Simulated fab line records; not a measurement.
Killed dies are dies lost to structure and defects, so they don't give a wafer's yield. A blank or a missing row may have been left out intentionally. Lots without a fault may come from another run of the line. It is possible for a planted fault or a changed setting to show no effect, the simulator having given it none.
fab line records -- flow sky130
record: lots: 11, wafers: 33, lastDay: 50
route steps=708 shown FIELD_ISO@17 NWELL@65 VT_ADJUST_HVTP@93
lots untouched by any fault: they come from a run of this same line in which no faults occurred
startH: hours from the record's first day to the start of the lot's first wafer shown -- waitH: how many hours have passed since the lot's step before this one -- " same as the row above -- L1.1+2: a row that stands for several wafers -- - no value, or no start given -- * or withheld: withheld -- < > ~ a bound
route shown NAME@n: NAME is a module with steps in the file, n the number in the route of the first one -- usual: average and standard deviation across the fault-free wafers -- same: alike in all rows -- chamber/n: place in a boat -- sites: readings site by site -- _std_site: standard deviation of those values -- _edge_site: mean of outer sites minus mean of inner sites -- radiusMm: how far each site lies from the wafer's centre -- mask NAME#n: copy n -- behind: tool/chamber where the wafer was last shaped -- hold: reason for holding the lot/hours on hold/outcome of the hold -- device: which transistor (n, p or np) failed to switch -- end of line: the tests these same wafers got at the end of their route -- where a step has no rows: the recipe by itself -- killed: count of dies lost to structure and defects at first sort (not the wafer's yield) -- map: dies across one wafer; x = killed, . = not, _ = none there
set.NAME: the setting the step ran with; set.NAME@STEP: the setting that earlier step ran with -- model.NAME: the simulator's own value behind a step, which no gauge read
one table for each step of the route and one row for each wafer, over a sample of lots
services: when a tool's chamber went out of use (startH, in hours from the record's first day, below 0 if earlier), for how many hours, and the reason
== steps ==
step: SKY_FIELD_ISO_STRIP_16
recipe: chemistry: O2/N2, powerW: 1400, pressureMtorr: 1500, platenTempC: withheld, o2FlowSccm: 3000, n2FlowSccm: 300, overashFraction: 0.5
usual: drypumpMotorCurrentA: 6.1/0.6, oesProductAu: 0.378/0.0044, stripTimeToEndpointS: 3.552/0.023
lot.wafer,tool,chamber,startH,waitH,drypumpMotorCurrentA,oesProductAu,rfHoursCounterH,stripTimeToEndpointS
L866.1,plasmaAsher-01,0,41.17,0.0,5.7,0.383,36,3.563
L866.5,plasmaAsher-01,0,41.17,0.0,5.7,0.376,-,3.544
L866.6,plasmaAsher-01,1,41.17,0.0,4.8,0.378,-,3.515
L869.1,plasmaAsher-04,0,54.52,0.0,6.9,0.379,38,3.565
L869.3,plasmaAsher-04,1,54.52,0.0,5.8,0.380,-,3.547
L869.4,plasmaAsher-04,0,54.52,0.0,6.8,0.374,-,3.519
L870.2,plasmaAsher-04,0,60.39,0.0,6.8,0.380,39,3.554
L870.3,plasmaAsher-04,0,60.39,0.0,6.8,0.382,-,3.547
L870.4,plasmaAsher-04,1,60.39,0.0,5.8,0.376,-,3.567
L872.1,plasmaAsher-01,1,71.32,0.0,4.8,0.385,37,3.546
L872.2,plasmaAsher-01,0,71.32,0.0,5.8,0.381,37,3.547
L872.4,plasmaAsher-01,1,71.32,0.0,4.8,0.376,-,3.555
L875.2,plasmaAsher-04,0,91.12,0.0,6.8,0.378,42,3.594
L875.3,plasmaAsher-04,1,91.12,0.0,5.8,0.376,-,3.541
L875.6,plasmaAsher-04,0,91.12,0.0,6.8,0.387,-,3.545
L876.1,plasmaAsher-01,0,95.67,0.0,5.8,0.370,40,3.523
L876.3,plasmaAsher-01,0,95.67,0.0,5.7,0.376,-,3.541
L876.5,plasmaAsher-01,1,95.67,0.0,4.8,0.380,-,3.577
L877.1,plasmaAsher-04,0,100.77,0.0,6.8,0.389,43,3.556
L877.2,plasmaAsher-04,1,100.77,0.0,5.8,0.377,43,3.570
L877.4,plasmaAsher-04,0,100.77,0.0,6.8,0.370,-,3.556
L880.1,plasmaAsher-04,1,111.67,0.0,5.8,0.382,44,3.518
L880.2,plasmaAsher-04,0,111.67,0.0,6.8,0.378,44,3.533
L880.5,plasmaAsher-04,0,111.67,0.0,6.8,0.381,-,3.552
L884.3,plasmaAsher-01,0,133.00,0.1,5.8,0.378,-,3.549
L884.4,plasmaAsher-01,1,133.00,0.1,4.8,0.382,-,3.577
L884.6,plasmaAsher-01,1,133.00,0.1,4.8,0.382,-,3.600
L886.2,plasmaAsher-02,0,145.57,0.0,6.4,0.380,31,3.587
L886.3,plasmaAsher-02,1,145.57,0.0,6.0,0.378,-,3.577
L886.4,plasmaAsher-02,0,145.57,0.0,6.3,0.378,-,3.611
L887.2,plasmaAsher-04,0,151.07,0.0,6.8,0.377,49,3.545
L887.5,plasmaAsher-04,1,151.07,0.0,5.8,0.374,-,3.531
L887.6,plasmaAsher-04,0,151.07,0.0,6.8,0.380,-,3.587
step: SKY_NWELL_IMPLANT_12
recipe: species: P, energyKev: 120, doseCm2: 1.3e+12, tiltDeg: withheld
usual: beamOnS: 9.99/0.2, doseIonsCm2: 1.3002e+12/1.4e+09, faradayCurrentUA: 7.34/0.15
lot.wafer,tool,chamber,startH,waitH,beamOnS,doseIonsCm2,faradayCurrentUA
L866.1,implanter-04,0,95.29,0.1,9.97,1.3e+12,7.38
L866.5,implanter-04,0,95.29,0.1,9.69,1.3005e+12,7.55
L866.6,implanter-04,0,95.29,0.1,10.11,1.3009e+12,7.24
L869.1,implanter-04,0,119.49,0.1,10.20,1.3003e+12,7.16
L869.3,implanter-04,0,119.49,0.1,10.37,1.3006e+12,7.09
L869.4,implanter-04,0,119.49,0.1,10.12,1.301e+12,7.28
L870.2,implanter-04,0,129.57,0.1,10.43,1.3014e+12,6.99
L870.3,implanter-04,0,129.57,0.1,10.12,1.3029e+12,7.24
L870.4,implanter-04,0,129.57,0.1,10.27,1.3003e+12,7.15
L872.1,implanter-04,0,134.14,0.1,10.19,1.3035e+12,7.20
L872.2,implanter-04,0,134.14,0.1,9.84,1.3001e+12,7.45
L872.4,implanter-04,0,134.14,0.1,10.13,1.2995e+12,7.24
L875.2,implanter-04,0,152.47,0.1,9.96,1.3014e+12,7.36
L875.3,implanter-04,0,152.47,0.1,9.94,1.3006e+12,7.36
L875.6,implanter-04,0,152.47,0.1,10.06,1.3003e+12,7.25
L876.1,implanter-04,0,157.79,0.1,11.51,1.2991e+12,6.38
L876.3,implanter-04,0,157.79,0.1,11.50,1.2993e+12,6.37
L876.5,implanter-04,0,157.79,0.1,11.57,1.2994e+12,6.35
L877.1,implanter-04,0,165.49,0.1,11.22,1.2982e+12,6.51
L877.2,implanter-04,0,165.49,0.1,11.59,1.2998e+12,6.34
L877.4,implanter-04,0,165.49,0.1,11.44,1.3009e+12,6.39
L880.1,implanter-01,0,175.59,0.1,10.01,1.3008e+12,7.33
L880.2,implanter-01,0,175.59,0.1,10.30,1.2994e+12,7.14
L880.5,implanter-01,0,175.59,0.1,9.82,1.301e+12,7.46
L884.3,implanter-02,0,207.09,0.1,9.82,1.299e+12,7.45
L884.4,implanter-02,0,207.09,0.1,9.81,1.3024e+12,7.47
L884.6,implanter-02,0,207.09,0.1,10.06,1.2997e+12,7.28
L886.2,implanter-01,0,218.37,0.1,9.77,1.3002e+12,7.48
L886.3,implanter-01,0,218.37,0.1,10.20,1.3014e+12,7.16
L886.4,implanter-01,0,218.37,0.1,9.97,1.302e+12,7.32
L887.2,implanter-02,0,225.57,0.1,9.81,1.3028e+12,7.46
L887.5,implanter-02,0,225.57,0.1,9.92,1.3005e+12,7.39
L887.6,implanter-02,0,225.57,0.1,10.00,1.3014e+12,7.33
step: SKY_NWELL_STRIP_25
recipe: chemistry: O2/N2, powerW: 1400, pressureMtorr: 1500, platenTempC: withheld, o2FlowSccm: 3000, n2FlowSccm: 300, overashFraction: 0.5
usual: drypumpMotorCurrentA: 6.2/0.31, oesProductAu: 0.722/0.0046, stripTimeToEndpointS: 36.94/0.091
lot.wafer,tool,chamber,startH,waitH,drypumpMotorCurrentA,oesProductAu,rfHoursCounterH,stripTimeToEndpointS
L866.1,plasmaAsher-02,0,113.14,0.1,6.4,0.723,29,37.09
L866.5,plasmaAsher-02,0,113.14,0.1,6.4,0.728,-,36.99
L866.6,plasmaAsher-02,1,113.14,0.1,6.0,0.720,-,36.89
L869.1,plasmaAsher-02,0,137.74,0.1,6.4,0.720,30,36.87
L869.3,plasmaAsher-02,0,137.74,0.1,6.3,0.724,-,36.88
L869.4,plasmaAsher-02,1,137.74,0.1,6.0,0.718,-,36.89
L870.2,plasmaAsher-02,0,148.15,0.1,6.3,0.725,32,36.93
L870.3,plasmaAsher-02,1,148.15,0.1,6.0,0.721,-,36.73
L870.4,plasmaAsher-02,0,148.15,0.1,6.3,0.720,-,36.82
L872.1,plasmaAsher-03,1,153.40,0.1,6.0,0.712,48,37.00
L872.2,plasmaAsher-03,0,153.40,0.1,6.1,0.719,48,37.00
L872.4,plasmaAsher-03,0,153.40,0.1,6.1,0.717,-,37.05
L875.2,plasmaAsher-04,1,172.74,0.1,5.8,0.720,51,36.89
L875.3,plasmaAsher-04,0,172.74,0.1,6.8,0.720,-,36.96
L875.6,plasmaAsher-04,1,172.74,0.1,5.8,0.725,-,36.92
L876.1,plasmaAsher-04,1,177.69,0.1,5.8,0.718,52,36.83
L876.3,plasmaAsher-04,0,177.69,0.1,6.9,0.715,-,36.80
L876.5,plasmaAsher-04,1,177.69,0.1,5.8,0.728,-,36.93
L877.1,plasmaAsher-04,1,186.29,0.1,5.8,0.721,52,36.99
L877.2,plasmaAsher-04,0,186.29,0.1,6.8,0.726,52,36.97
L877.4,plasmaAsher-04,1,186.29,0.1,5.8,0.729,-,36.92
L880.1,plasmaAsher-02,1,197.50,0.1,6.0,0.726,36,36.82
L880.2,plasmaAsher-02,0,197.50,0.1,6.3,0.736,36,36.94
L880.5,plasmaAsher-02,0,197.50,0.1,6.3,0.727,-,36.89
L884.3,plasmaAsher-04,0,231.43,0.2,6.8,0.721,-,36.80
L884.4,plasmaAsher-04,1,231.43,0.2,5.8,0.720,-,36.85
L884.6,plasmaAsher-04,1,231.43,0.2,5.8,0.725,-,36.86
L886.2,plasmaAsher-02,0,241.89,0.1,6.4,0.722,40,36.91
L886.3,plasmaAsher-02,0,241.89,0.1,6.4,0.720,-,36.91
L886.4,plasmaAsher-02,1,241.89,0.1,6.1,0.725,-,36.97
L887.2,plasmaAsher-02,0,249.04,0.1,6.4,0.719,41,36.87
L887.5,plasmaAsher-02,0,249.04,0.1,6.4,0.720,-,36.90
L887.6,plasmaAsher-02,1,249.04,0.1,6.0,0.723,-,36.92
step: SKY_NWELL_RS_MEAS_29
recipe: thkMeasGauge: four-point-probe
usual: NWELL_RS: 624.5/1.4
lot.wafer,tool,chamber,startH,waitH,hold,NWELL_RS[ohm/sq]
L866.1,filmMetro-02,-,113.45,0.1,-,624.7
L866.5,filmMetro-02,-,113.45,0.1,-,625.7
L866.6,filmMetro-02,-,113.45,0.1,-,622.1
L869.1,filmMetro-02,-,138.05,0.1,-,625.6
L869.3,filmMetro-02,-,138.05,0.1,-,626.0
L869.4,filmMetro-02,-,138.05,0.1,-,625.9
L870.2,filmMetro-02,-,148.48,0.1,-,625.0
L870.3,filmMetro-02,-,148.48,0.1,-,622.9
L870.4,filmMetro-02,-,148.48,0.1,-,624.8
L872.1,filmMetro-01,-,153.72,0.1,-,624.2
L872.2,filmMetro-01,-,153.72,0.1,-,623.5
L872.4,filmMetro-01,-,153.72,0.1,-,627.2
L875.2,filmMetro-01,-,173.07,0.1,-,622.9
L875.3,filmMetro-01,-,173.07,0.1,-,622.7
L875.6,filmMetro-01,-,173.07,0.1,-,625.0
L876.1,filmMetro-04,-,178.00,0.1,awaitDispo/0.2h/release,619.6
L876.3,filmMetro-04,-,178.00,0.1,awaitDispo/0.2h/release,619.4
L876.5,filmMetro-04,-,178.00,0.1,awaitDispo/0.2h/release,620.7
L876.1,filmMetro-04,-,178.36,0.3,-,620.1
L876.3,filmMetro-04,-,178.36,0.3,-,619.5
L876.5,filmMetro-04,-,178.36,0.3,-,620.3
L877.1,filmMetro-02,-,186.70,0.2,awaitDispo/0.2h/release,618.3
L877.2,filmMetro-02,-,186.70,0.2,awaitDispo/0.2h/release,617.0
L877.4,filmMetro-02,-,186.70,0.2,awaitDispo/0.2h/release,620.5
L877.1,filmMetro-02,-,187.06,0.3,-,618.3
L877.2,filmMetro-02,-,187.06,0.3,-,618.0
L877.4,filmMetro-02,-,187.06,0.3,-,619.2
L880.1,filmMetro-01,-,197.81,0.1,-,625.5
L880.2,filmMetro-01,-,197.81,0.1,-,624.6
L880.5,filmMetro-01,-,197.81,0.1,-,626.8
L884.3,filmMetro-01,-,231.75,0.1,-,625.1
L884.4,filmMetro-01,-,231.75,0.1,-,626.4
L884.6,filmMetro-01,-,231.75,0.1,-,624.9
L886.2,filmMetro-01,-,242.22,0.1,-,625.6
L886.3,filmMetro-01,-,242.22,0.1,-,624.8
L886.4,filmMetro-01,-,242.22,0.1,-,625.0
L887.2,filmMetro-01,-,249.37,0.1,-,622.9
L887.5,filmMetro-01,-,249.37,0.1,-,622.1
L887.6,filmMetro-01,-,249.37,0.1,-,621.5
step: SKY_VT_ADJUST_HVTP_OVL_MEAS_08
usual: VT_ADJUST_HVTP_OVL: 0.7/1.6
lot.wafer,tool,chamber,startH,waitH,VT_ADJUST_HVTP_OVL[nm]
L866.1,overlay-02,-,131.92,0.1,0.6
L866.5,overlay-02,-,131.92,0.1,0.2
L866.6,overlay-02,-,131.92,0.1,0.0
L869.1,overlay-02,-,157.27,0.1,-2.7
L869.3,overlay-02,-,157.27,0.1,-3.0
L869.4,overlay-02,-,157.27,0.1,-1.8
L870.2,overlay-02,-,169.23,0.1,0.1
L870.3,overlay-02,-,169.23,0.1,-0.9
L870.4,overlay-02,-,169.23,0.1,0.4
L872.1,overlay-02,-,173.62,0.1,0.5
L872.2,overlay-02,-,173.62,0.1,-1.2
L872.4,overlay-02,-,173.62,0.1,0.4
L875.2,overlay-02,-,194.43,0.1,0.1
L875.3,overlay-02,-,194.43,0.1,-1.0
L875.6,overlay-02,-,194.43,0.1,-2.1
L876.1,overlay-01,-,200.62,0.1,-0.1
L876.3,overlay-01,-,200.62,0.1,-1.4
L876.5,overlay-01,-,200.62,0.1,-0.3
L877.1,overlay-02,-,208.37,0.1,4.5
L877.2,overlay-02,-,208.37,0.1,3.1
L877.4,overlay-02,-,208.37,0.1,2.7
L880.1,overlay-02,-,220.07,0.1,1.8
L880.2,overlay-02,-,220.07,0.1,0.7
L880.5,overlay-02,-,220.07,0.1,2.7
L884.3,overlay-01,-,254.78,0.1,-1.1
L884.4,overlay-01,-,254.78,0.1,-0.3
L884.6,overlay-01,-,254.78,0.1,-1.7
L886.2,overlay-02,-,265.23,0.1,2.8
L886.3,overlay-02,-,265.23,0.1,2.7
L886.4,overlay-02,-,265.23,0.1,2.0
L887.2,overlay-02,-,273.38,0.1,1.2
L887.5,overlay-02,-,273.38,0.1,3.1
L887.6,overlay-02,-,273.38,0.1,2.4
== services ==
tool,chamber,startH,hours,kind
plasmaAsher-03,-,17.64,0.9,repair
plasmaAsher-01,-,20.45,2.0,repair
implanter-04,-,34.51,2.4,pm
plasmaAsher-04,-,37.62,2.6,repair
plasmaAsher-01,-,44.27,17.3,repair
implanter-01,-,51.34,3.5,pm
implanter-01,-,104.67,11.4,pm
plasmaAsher-03,-,105.98,2.8,pm
plasmaAsher-01,-,108.75,9.0,pm
plasmaAsher-01,0,108.75,9.0,ventCycle
plasmaAsher-01,1,108.75,9.0,ventCycle
implanter-04,-,114.66,3.7,pm
plasmaAsher-01,0,117.75,-,clean
plasmaAsher-01,1,117.75,-,clean
implanter-02,-,127.72,3.1,pm
plasmaAsher-02,-,128.01,9.0,repair
implanter-04,-,187.61,2.0,repair
implanter-02,-,208.42,1.6,repair
implanter-02,-,210.45,10.0,repair
implanter-01,-,228.35,4.5,repair
== key ==
firstSign: step: SKY_NWELL_IMPLANT_12, reading: beamOnS, direction: up, sigmas: 7.3, usual: 9.99, struck: 11.47
effect: step: SKY_NWELL_IMPLANT_12, reading: faradayCurrentUA, direction: down, sigmas: 6.5, usual: 7.34, struck: 6.39
effect: step: SKY_NWELL_RS_MEAS_29, reading: visit, direction: added
metAt SKY_NWELL_IMPLANT_12
struckLots L876,L877
testerLeftOut L876,L877
notActingAt SKY_FIELD_ISO_STRIP_16,SKY_NWELL_STRIP_25,SKY_VT_ADJUST_HVTP_OVL_MEAS_08
onsetBetween 152.47 157.79
fault: kind: processParameterDrift, tool: implanter-04, chamber: -, onsetH: 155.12, steps: SKY_NWELL_IMPLANT_12, channel: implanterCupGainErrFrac, offset: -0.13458, shape: step, endH: 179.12
testerLeftOut: of these lots the tester's yield and bins aren't shown, on N5 and GAA mostly nor the transistor test; their killed dies are dies lost to structure and defects alone, not to doping, threshold or leakage, so they don't give the yield
